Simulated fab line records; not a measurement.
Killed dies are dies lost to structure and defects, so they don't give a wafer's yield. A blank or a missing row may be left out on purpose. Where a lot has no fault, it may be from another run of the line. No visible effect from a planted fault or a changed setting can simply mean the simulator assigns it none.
fab line records | flow sky130
record: lots: 6 | wafers: 18 | lastDay: 50
route steps=708 shown SONOS_TUNNEL@165 SONOS_ONO@168 PAD_OPEN@708
lots with no fault: from the same line, run without faults
startH: the number of hours between the record's first day and the start of the first shown wafer of the lot | waitH: time in hours since the lot's previous step | " same as the row above | L1.1+2: one row covering several wafers at once | - either no value or no given start | * or withheld: withheld | < > ~ a bound
route shown NAME@n: NAME is a module with steps in the file, n the number in the route of the first one | usual: mean/standard deviation taken from wafers without a fault | same: alike in all rows | chamber/n: place in a boat | sites: per-site readings | _std_site: the values' standard deviation | _edge_site: mean of outer sites minus mean of inner sites | radiusMm: for every site, how far away it sits from the centre of the wafer | mask NAME#n: copy n | behind: the most recent tool/chamber to have shaped the wafer | hold: the reason the lot was held/the length of the hold in hours/how it ended | device: the transistor (n, p or np) that didn't switch | end of line: the same wafers' tests at the end of the route | a step without rows: its recipe alone | killed: dies lost to structure and defects at the first sort, not the wafer's yield | map: shows each die of a wafer: x if killed, . if not, _ if none is there
set.NAME: the setting the step ran with; set.NAME@STEP: the setting that earlier step ran with | model.NAME: the simulator's own value behind a step, which no gauge read
lots seen at some steps along the route; tables by step, rows by wafer
services: the hour from which a tool's chamber was out of use, counted from the record's first day as startH (under 0 if before that day), plus the number of hours and why
== steps ==
step: SKY_SONOS_TUNNEL_STRIP_11
recipe: chemistry: SPM | timeS: 600 | tempC: 130
step: SKY_SONOS_TUNNEL_TW_MEAS_12
usual: SONOS_TUNNEL_TW: 196.5/1.4
lot.wafer | tool         | chamber | startH | waitH | SONOS_TUNNEL_TW
L332.1    | filmMetro-04 | -       | 253.70 | 0.0   | 196.5
L332.2    | "            | -       | "      | "     | 197.2
L332.6    | "            | -       | "      | "     | 196.1
L342.4    | filmMetro-04 | -       | 335.78 | 0.0   | 197.7
L342.5    | "            | -       | "      | "     | 197.4
L342.6    | "            | -       | "      | "     | 197.3
L343.2    | filmMetro-03 | -       | 362.78 | 0.0   | 195.6
L343.4    | "            | -       | "      | "     | 195.9
L343.6    | "            | -       | "      | "     | 195.3
L345.1    | filmMetro-01 | -       | 384.53 | 0.0   | 198.6
L345.3    | "            | -       | "      | "     | 198.3
L345.4    | "            | -       | "      | "     | 198.7
L347.2    | filmMetro-04 | -       | 406.13 | 0.0   | 196.3
L347.3    | "            | -       | "      | "     | 196.5
L347.4    | "            | -       | "      | "     | 197.7
L350.4    | filmMetro-03 | -       | 434.33 | 0.0   | 194.1
L350.5    | "            | -       | "      | "     | 194.9
L350.6    | "            | -       | "      | "     | 194.2
step: SKY_SONOS_TUNNEL_CLEAN_13
recipe: chemistry: dHF | timeS: 20 | dilution: 100:1 | dry: ipaMarangoni
step: SKY_SONOS_ONO_OXIDATION_00
recipe: tempC: 800 | ambient: O2 | idleTempC: 700 | rampUpCPerMin: 10 | rampDownCPerMin: 3 | stabiliseS: 600 | purgeS: 300 | targetThkA: 26 | oxTimeS: 1249
step: SKY_SONOS_ONO_THK_MEAS_01
recipe: reads: SiO2_of_SONOS_ONO_OXIDATION_00
usual: SONOS_ONO_OXIDATION_THK: 2.59/0.054
lot.wafer | tool         | chamber | startH | waitH | SONOS_ONO_OXIDATION_THK[nm]
L332.1    | filmMetro-02 | -       | 257.03 | 0.0   | 2.54
L332.2    | "            | -       | "      | "     | 2.63
L332.6    | "            | -       | "      | "     | 2.50
L342.4    | filmMetro-03 | -       | 338.08 | 0.0   | 2.53
L342.5    | "            | -       | "      | "     | 2.53
L342.6    | "            | -       | "      | "     | 2.50
L343.2    | filmMetro-04 | -       | 364.63 | 0.0   | 2.70
L343.4    | "            | -       | "      | "     | 2.66
L343.6    | "            | -       | "      | "     | 2.59
L345.1    | filmMetro-04 | -       | 387.04 | 0.0   | 2.56
L345.3    | "            | -       | "      | "     | 2.62
L345.4    | "            | -       | "      | "     | 2.65
L347.2    | filmMetro-02 | -       | 409.65 | 0.0   | 2.63
L347.3    | "            | -       | "      | "     | 2.62
L347.4    | "            | -       | "      | "     | 2.64
L350.4    | filmMetro-04 | -       | 435.75 | 0.0   | 2.60
L350.5    | "            | -       | "      | "     | 2.63
L350.6    | "            | -       | "      | "     | 2.61
step: SKY_SONOS_ONO_CVD_02
recipe: material: Si3N4 | precursor: DCS/NH3 | targetThkNm: 10.5 | tempC: 770 | timeS: 180 | pressureMtorr: 250
step: SKY_SONOS_ONO_THK_MEAS_03
recipe: reads: Si3N4_of_SONOS_ONO_CVD_02
usual: SONOS_ONO_CVD_02_THK: 10.45/0.2
lot.wafer | tool         | chamber | startH | waitH | SONOS_ONO_CVD_02_THK[nm]
L332.1    | filmMetro-03 | -       | 258.14 | 0.0   | 10.59
L332.2    | "            | -       | "      | "     | 10.40
L332.6    | "            | -       | "      | "     | 10.48
L342.4    | filmMetro-04 | -       | 341.60 | 0.0   | 10.66
L342.5    | "            | -       | "      | "     | 10.60
L342.6    | "            | -       | "      | "     | 10.71
L343.2    | filmMetro-02 | -       | 365.74 | 0.0   | 10.41
L343.4    | "            | -       | "      | "     | 10.49
L343.6    | "            | -       | "      | "     | 10.48
L345.1    | filmMetro-04 | -       | 388.15 | 0.0   | 10.39
L345.3    | "            | -       | "      | "     | 10.55
L345.4    | "            | -       | "      | "     | 10.40
L347.2    | filmMetro-02 | -       | 416.35 | 0.0   | 10.39
L347.3    | "            | -       | "      | "     | 10.60
L347.4    | "            | -       | "      | "     | 10.51
L350.4    | filmMetro-03 | -       | 438.76 | 0.0   | 10.51
L350.5    | "            | -       | "      | "     | 10.41
L350.6    | "            | -       | "      | "     | 10.56
step: SKY_SONOS_ONO_CVD_04
recipe: material: SiO2 | precursor: SiH4/N2O | targetThkNm: 5.7199 | tempC: 900 | pressureMtorr: 400
step: SKY_SONOS_ONO_THK_MEAS_05
recipe: reads: SiO2_of_SONOS_ONO_CVD_04
usual: SONOS_ONO_CVD_04_THK: 5.67/0.12
lot.wafer | tool         | chamber | startH | waitH | SONOS_ONO_CVD_04_THK[nm]
L332.1    | filmMetro-04 | -       | 259.45 | 0.0   | 5.74
L332.2    | "            | -       | "      | "     | 5.74
L332.6    | "            | -       | "      | "     | 5.68
L342.4    | filmMetro-04 | -       | 342.91 | 0.0   | 5.79
L342.5    | "            | -       | "      | "     | 5.81
L342.6    | "            | -       | "      | "     | 5.75
L343.2    | filmMetro-02 | -       | 367.05 | 0.0   | 5.49
L343.4    | "            | -       | "      | "     | 5.47
L343.6    | "            | -       | "      | "     | 5.54
L345.1    | filmMetro-04 | -       | 390.08 | 0.0   | 5.70
L345.3    | "            | -       | "      | "     | 5.59
L345.4    | "            | -       | "      | "     | 5.52
L347.2    | filmMetro-02 | -       | 417.66 | 0.0   | 5.71
L347.3    | "            | -       | "      | "     | 5.68
L347.4    | "            | -       | "      | "     | 5.68
L350.4    | filmMetro-02 | -       | 440.07 | 0.0   | 5.57
L350.5    | "            | -       | "      | "     | 5.52
L350.6    | "            | -       | "      | "     | 5.57
step: SKY_SONOS_ONO_DEHYDRATE_06
recipe: tempC: 200 | timeS: 60
step: SKY_SONOS_ONO_HMDS_07
recipe: primeTimeS: 60 | primeTempC: 120
step: SKY_SONOS_ONO_COAT_08
recipe: resist: NOVOLAK | spinRpm: 3000 | resistThkNm: 1140
step: SKY_SONOS_ONO_SOFTBAKE_09
recipe: tempC: 90 | timeS: 60 | resist: NOVOLAK
usual: heaterPowerTotalW: 56.60/0.043 | plateTempC: 89.99/0.13
lot.wafer | tool          | chamber | startH | waitH | heaterPowerTotalW | plateTempC | model.NOVOLAK_of_SONOS_ONO_COAT_08.thkNm
L332.1    | lithoTrack-02 | 0       | 271.62 | 0.1   | 56.61             | 90.25      | 1138
L332.2    | "             | 0       | "      | "     | 56.56             | 90.05      | 1138
L332.6    | "             | 0       | "      | "     | 56.59             | 90.08      | 1137
L342.4    | lithoTrack-02 | 0       | 356.75 | 0.1   | 59.17             | 92.95      | 1137
L342.5    | "             | 0       | "      | "     | 59.20             | 93.12      | 1133
L342.6    | "             | 0       | "      | "     | 59.21             | 92.96      | 1133
L343.2    | lithoTrack-02 | 0       | 381.50 | 0.1   | 59.09             | 92.89      | 1128
L343.4    | "             | 0       | "      | "     | 59.20             | 92.89      | 1128
L343.6    | "             | 0       | "      | "     | 59.16             | 92.81      | 1126
L345.1    | lithoTrack-03 | 0       | 404.58 | 0.1   | 56.65             | 89.92      | 1139
L345.3    | "             | 0       | "      | "     | 56.66             | 89.81      | 1138
L345.4    | "             | 0       | "      | "     | 56.62             | 90.02      | 1142
L347.2    | lithoTrack-04 | 0       | 431.91 | 0.1   | 56.55             | 89.97      | 1140
L347.3    | "             | 0       | "      | "     | 56.61             | 90.15      | 1139
L347.4    | "             | 0       | "      | "     | 56.58             | 90.08      | 1139
L350.4    | lithoTrack-04 | 0       | 456.36 | 0.1   | 56.60             | 90.04      | 1137
L350.5    | "             | 0       | "      | "     | 56.64             | 90.03      | 1138
L350.6    | "             | 0       | "      | "     | 56.59             | 89.97      | 1136
step: SKY_SONOS_ONO_EXPOSE_10
recipe: maskId: ONOM | targetCdNm: 410 | na: 0.6 | sourceShape: conventional | sigmaOuter: 0.6 | doseMj: 150
step: SKY_SONOS_ONO_PEB_11
recipe: tempC: withheld | timeS: * | resist: NOVOLAK
step: SKY_SONOS_ONO_DEVELOP_12
recipe: developTimeS: 60 | devTempC: 23
step: SKY_SONOS_ONO_CD_MEAS_13
recipe: targetCdNm: 410
usual: cdNm: 409.5/2.6
lot.wafer | tool     | chamber | startH | waitH | cdNm
L332.1    | cdSem-02 | -       | 283.48 | 0.1   | 407.4
L332.2    | "        | -       | "      | "     | 407.2
L332.6    | "        | -       | "      | "     | 406.8
L342.4    | cdSem-01 | -       | 370.83 | 0.1   | 405.3
L342.5    | "        | -       | "      | "     | 402.9
L342.6    | "        | -       | "      | "     | 404.7
L343.2    | cdSem-02 | -       | 395.95 | 0.1   | 405.3
L343.4    | "        | -       | "      | "     | 404.9
L343.6    | "        | -       | "      | "     | 405.7
L345.1    | cdSem-02 | -       | 420.62 | 0.1   | 409.7
L345.3    | "        | -       | "      | "     | 410.8
L345.4    | "        | -       | "      | "     | 413.1
L347.2    | cdSem-01 | -       | 448.00 | 0.1   | 410.0
L347.3    | "        | -       | "      | "     | 410.2
L347.4    | "        | -       | "      | "     | 407.2
L350.4    | cdSem-01 | -       | 470.89 | 0.1   | 412.4
L350.5    | "        | -       | "      | "     | 410.9
L350.6    | "        | -       | "      | "     | 411.6
step: SKY_SONOS_ONO_OVL_MEAS_14
usual: SONOS_ONO_OVL: -0.4/1.2
lot.wafer | tool       | chamber | startH | waitH | SONOS_ONO_OVL[nm]
L332.1    | overlay-02 | -       | 283.60 | 0.1   | -1.9
L332.2    | "          | -       | "      | "     | -1.8
L332.6    | "          | -       | "      | "     | -1.0
L342.4    | overlay-02 | -       | 370.91 | 0.1   | -0.4
L342.5    | "          | -       | "      | "     | 0.8
L342.6    | "          | -       | "      | "     | 0.3
L343.2    | overlay-01 | -       | 396.06 | 0.1   | -2.2
L343.4    | "          | -       | "      | "     | -3.1
L343.6    | "          | -       | "      | "     | -2.9
L345.1    | overlay-02 | -       | 420.74 | 0.1   | -0.8
L345.3    | "          | -       | "      | "     | -0.7
L345.4    | "          | -       | "      | "     | 0.3
L347.2    | overlay-02 | -       | 448.11 | 0.1   | -0.3
L347.3    | "          | -       | "      | "     | -0.7
L347.4    | "          | -       | "      | "     | -2.2
L350.4    | overlay-01 | -       | 470.97 | 0.1   | -0.2
L350.5    | "          | -       | "      | "     | -1.2
L350.6    | "          | -       | "      | "     | 0.9
step: SKY_SONOS_ONO_ETCH_15
recipe: targetDepthNm: 19.52 | chemistry: CHF3/O2 | sourceW: 600 | biasW: 200 | pressureMtorr: 40 | chf3FlowSccm: 50 | O2_flow_sccm: 5 | timeS: 7.8
usual: drypumpMotorCurrentA: 5.8/0.43 | oesProductAu: 0.996/0.011 | throttleValvePct: 8.825/0.0096
lot.wafer | tool       | chamber | startH | waitH | drypumpMotorCurrentA | oesProductAu | rfHoursCounterH | throttleValvePct | model.NOVOLAK_of_SONOS_ONO_COAT_08.thkNm
L332.1    | rieDiel-04 | 3       | 283.64 | 0.0   | 5.6                  | 1.003        | 24              | 8.829            | 1122
L332.2    | "          | 2       | "      | "     | 5.3                  | 1.001        | 111             | 8.819            | 1121
L332.6    | "          | 2       | "      | "     | 5.3                  | 0.987        | -               | 8.830            | 1121
L342.4    | rieDiel-04 | 3       | 370.93 | 0.0   | 5.6                  | 0.995        | 26              | 8.825            | 1120
L342.5    | "          | 0       | "      | "     | 6.0                  | 1.005        | -               | 8.825            | 1117
L342.6    | "          | 3       | "      | "     | 5.6                  | 0.995        | -               | 8.824            | 1117
L343.2    | rieDiel-04 | 3       | 396.09 | 0.0   | 5.6                  | 0.990        | 26              | 8.827            | 1112
L343.4    | "          | 3       | "      | "     | 5.6                  | 0.983        | -               | 8.818            | 1111
L343.6    | "          | 0       | "      | "     | 5.9                  | 1.016        | -               | 8.839            | 1109
L345.1    | rieDiel-02 | 0       | 420.78 | 0.0   | 6.4                  | 0.996        | 42              | 8.837            | 1122
L345.3    | "          | 3       | "      | "     | 5.6                  | 1.000        | 7               | 8.830            | 1122
L345.4    | "          | 0       | "      | "     | 6.3                  | 1.010        | -               | 8.817            | 1126
L347.2    | rieDiel-02 | 2       | 448.14 | 0.0   | 5.9                  | 0.992        | 1               | 8.809            | 1123
L347.3    | "          | 0       | "      | "     | 6.4                  | 0.999        | 43              | 8.839            | 1123
L347.4    | "          | 2       | "      | "     | 6.0                  | 0.990        | -               | 8.809            | 1123
L350.4    | rieDiel-03 | 2       | 471.00 | 0.0   | 5.1                  | 0.960        | -               | 8.818            | 1121
L350.5    | "          | 1       | "      | "     | 6.4                  | 0.992        | -               | 8.832            | 1122
L350.6    | "          | 3       | "      | "     | 5.2                  | 0.985        | -               | 8.811            | 1120
step: SKY_SONOS_ONO_WET_ETCH_16
recipe: chemistry: dHF | targetDepthNm: 14 | dry: n2Spin | target: SiO2 | dilution: 100:1 | tempC: 25 | timeS: 280
step: SKY_SONOS_ONO_STRIP_17
recipe: chemistry: O2/N2 | powerW: 1400 | pressureMtorr: 1500 | platenTempC: withheld | o2FlowSccm: 3000 | n2FlowSccm: 300 | overashFraction: 0.5
usual: drypumpMotorCurrentA: 5.7/0.45 | o2FlowSccm: 3000/8.5 | oesProductAu: 0.710/0.0045 | stripTimeToEndpointS: 14.08/0.031
same: overashFraction: 0.5
lot.wafer | tool           | chamber | startH | waitH | drypumpMotorCurrentA | o2FlowSccm | oesProductAu | rfHoursCounterH | stripTimeToEndpointS
L332.1    | plasmaAsher-04 | 1       | 283.75 | 0.0   | 5.7                  | 3003       | 0.710        | 60              | 14.05
L332.2    | "              | 0       | "      | "     | 5.8                  | 3001       | 0.706        | 60              | 14.07
L332.6    | "              | 1       | "      | "     | 5.7                  | 3005       | 0.715        | -               | 14.06
L342.4    | plasmaAsher-03 | 0       | 371.08 | 0.0   | 5.2                  | 3001       | 0.711        | -               | 14.07
L342.5    | "              | 1       | "      | "     | 5.5                  | 2993       | 0.711        | -               | 14.00
L342.6    | "              | 0       | "      | "     | 5.2                  | 3001       | 0.716        | -               | 14.00
L343.2    | plasmaAsher-03 | 0       | 396.21 | 0.0   | 5.2                  | 2989       | 0.714        | 27              | 13.96
L343.4    | "              | 0       | "      | "     | 5.2                  | 2988       | 0.711        | -               | 13.94
L343.6    | "              | 0       | "      | "     | 5.2                  | 2983       | 0.710        | -               | 13.92
L345.1    | plasmaAsher-01 | 1       | 420.89 | 0.0   | 6.6                  | 3003       | 0.710        | 71              | 14.08
L345.3    | "              | 0       | "      | "     | 5.6                  | 2981       | 0.700        | -               | 14.06
L345.4    | "              | 1       | "      | "     | 6.6                  | 3003       | 0.718        | -               | 14.13
L347.2    | plasmaAsher-03 | 0       | 448.25 | 0.0   | 5.2                  | 3011       | 0.711        | 33              | 14.08
L347.3    | "              | 0       | "      | "     | 5.2                  | 3012       | 0.709        | -               | 14.09
L347.4    | "              | 1       | "      | "     | 5.6                  | 3000       | 0.707        | -               | 14.09
L350.4    | plasmaAsher-01 | 1       | 471.13 | 0.0   | 6.6                  | 3010       | 0.709        | -               | 14.07
L350.5    | "              | 1       | "      | "     | 6.7                  | 3006       | 0.707        | -               | 14.07
L350.6    | "              | 0       | "      | "     | 5.6                  | 2996       | 0.712        | -               | 14.05
step: SKY_SONOS_ONO_WET_ETCH_18
recipe: chemistry: H3PO4 | targetDepthNm: 15 | target: Si3N4 | tempC: 160 | timeS: 172
step: SKY_PAD_OPEN_PROBE_99
usual: killed_at_M0_to_M3: 44/7.3 | killed_at_M4_up: 3.2/1.8 | killedAtContacts: 24/5.4 | killedAtFrontEnd: 16/4.4 | killedAtOther: 0.3/0.48 | killedDies: 86/9.5 | killedOpen: 47/7.7 | killedShort: 39/6.4
same: grossDies: 492 | killedAtBackSide: 0
lot.wafer | tool      | chamber | startH  | waitH | killed_at_M0_to_M3 | killed_at_M4_up | killedAtContacts | killedAtFrontEnd | killedAtOther | killedDies | killedOpen | killedShort
L342.4    | prober-02 | -       | 1140.09 | 0.2   | 47                 | 4               | 22               | 17               | 1             | 91         | 48         | 43
L342.5    | prober-02 | -       | 1140.14 | 0.2   | 37                 | 3               | 30               | 23               | 0             | 93         | 51         | 42
L347.2    | prober-01 | -       | 1185.16 | 0.1   | 54                 | 3               | 19               | 17               | 0             | 93         | 52         | 41
L347.3    | prober-01 | -       | 1185.21 | 0.2   | 47                 | 3               | 21               | 16               | 0             | 87         | 39         | 48
L347.4    | prober-01 | -       | 1185.26 | 0.2   | 56                 | 4               | 22               | 12               | 0             | 94         | 48         | 46
killed by level:class
L342.4 LI_CONTACT:geometricParticle:open=8 VIA1:geometricParticle:open=8 VIA3:geometricParticle:open=7 METAL2:geometricParticle:short=7 LOCAL_INTERCONNECT:geometricParticle:short=7 VIA2:geometricParticle:open=7 POLY_GATE:geometricParticle:short=6 CONTACT:geometricParticle:open=6
L342.5 CONTACT:geometricParticle:open=10 VIA2:geometricParticle:open=9 CONTACT:geometricParticle:short=9 VIA1:geometricParticle:open=9 POLY_GATE:geometricParticle:short=8 LI_CONTACT:geometricParticle:open=5 METAL1:geometricParticle:short=5 FIELD_ISO:geometricParticle:open=4
L347.2 VIA2:geometricParticle:open=10 VIA1:geometricParticle:open=10 METAL2:geometricParticle:short=9 CONTACT:geometricParticle:open=7 LI_CONTACT:geometricParticle:open=6 VIA1:geometricParticle:short=6 VIA2:geometricParticle:short=6 VIA3:geometricParticle:open=6
L347.3 VIA1:geometricParticle:open=11 FIELD_ISO:geometricParticle:short=9 VIA2:geometricParticle:open=9 METAL2:geometricParticle:short=7 CONTACT:geometricParticle:open=6 LOCAL_INTERCONNECT:geometricParticle:short=5 VIA1:geometricParticle:short=5 VIA3:geometricParticle:open=5
L347.4 VIA1:geometricParticle:open=17 CONTACT:geometricParticle:open=9 METAL3:geometricParticle:short=8 VIA2:geometricParticle:open=6 VIA3:geometricParticle:short=6 CONTACT:geometricParticle:short=5 VIA1:geometricParticle:short=5 LI_CONTACT:geometricParticle:open=4
== services ==
tool           | chamber | startH | hours | kind
plasmaAsher-04 | -       | 257.49 | 4.1   | repair
rieDiel-02     | 3       | 262.13 | 2.1   | repair
plasmaAsher-03 | -       | 287.31 | 7.6   | repair
rieDiel-04     | -       | 288.53 | 2.8   | pm
plasmaAsher-04 | -       | 304.95 | 5.3   | repair
rieDiel-02     | 3       | 314.57 | 11.7  | repair
rieDiel-02     | -       | 321.30 | 9.8   | repair
rieDiel-03     | 0       | 327.92 | 7.3   | repair
rieDiel-03     | 1       | 361.00 | 14.5  | repair
plasmaAsher-01 | -       | 371.90 | 3.5   | repair
plasmaAsher-04 | -       | 378.98 | 4.0   | pm
rieDiel-04     | 2       | 386.27 | -     | clean
rieDiel-04     | 2       | 386.27 | 18.6  | scheduledDown
rieDiel-04     | 2       | 386.27 | 18.6  | ventCycle
plasmaAsher-04 | -       | 405.54 | 2.8   | pm
rieDiel-02     | -       | 407.02 | 1.1   | repair
plasmaAsher-01 | -       | 413.08 | 0.5   | repair
rieDiel-02     | 2       | 420.11 | 8.2   | repair
plasmaAsher-04 | -       | 421.25 | 9.0   | pm
rieDiel-04     | 3       | 440.25 | 1.5   | repair
plasmaAsher-04 | -       | 444.01 | 14.6  | pm
plasmaAsher-01 | -       | 453.44 | 2.8   | pm
plasmaAsher-03 | -       | 456.97 | 32.9  | repair
plasmaAsher-01 | -       | 466.05 | 5.0   | repair
== key ==
firstSign: step: SKY_SONOS_ONO_SOFTBAKE_09 | reading: heaterPowerTotalW | direction: up | sigmas: 60 | usual: * | struck: *
effect: step: SKY_SONOS_ONO_SOFTBAKE_09 | reading: plateTempC | direction: up | sigmas: 22 | usual: * | struck: *
effect: step: SKY_SONOS_ONO_STRIP_17 | reading: stripTimeToEndpointS | direction: down | sigmas: 3 | usual: * | struck: * | through: *
modelEffect: step: SKY_SONOS_ONO_SOFTBAKE_09 | value: NOVOLAK_of_SONOS_ONO_COAT_08.thkNm | without: 1140 | struck: 1131
modelEffect: step: SKY_SONOS_ONO_ETCH_15 | value: NOVOLAK_of_SONOS_ONO_COAT_08.thkNm | without: 1123 | struck: 1114
metAt SKY_SONOS_ONO_SOFTBAKE_09
struckWafers L342.4,L342.5,L342.6,L343.2,L343.4,L343.6
testerLeftOut L342,L343
loopTrim: step: SKY_SONOS_ONO_EXPOSE_10 | setting: dose | lots: L343
onsetBetween 271.62 356.75
fault: kind: processParameterDrift | tool: lithoTrack-02 | chamber: - | onsetH: 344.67 | steps: SKY_SONOS_ONO_SOFTBAKE_09 | channel: tempC | offset: * | shape: step | endH: 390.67 | actsIn: * | stated: *
testerLeftOut: of these lots the tester's yield and bins aren't shown, on N5 and GAA mostly nor the transistor test; their killed dies are dies lost to structure and defects alone, not to doping, threshold or leakage, so they don't give the yield
loopTrim: a control loop set the setting to another value than it would have without faults
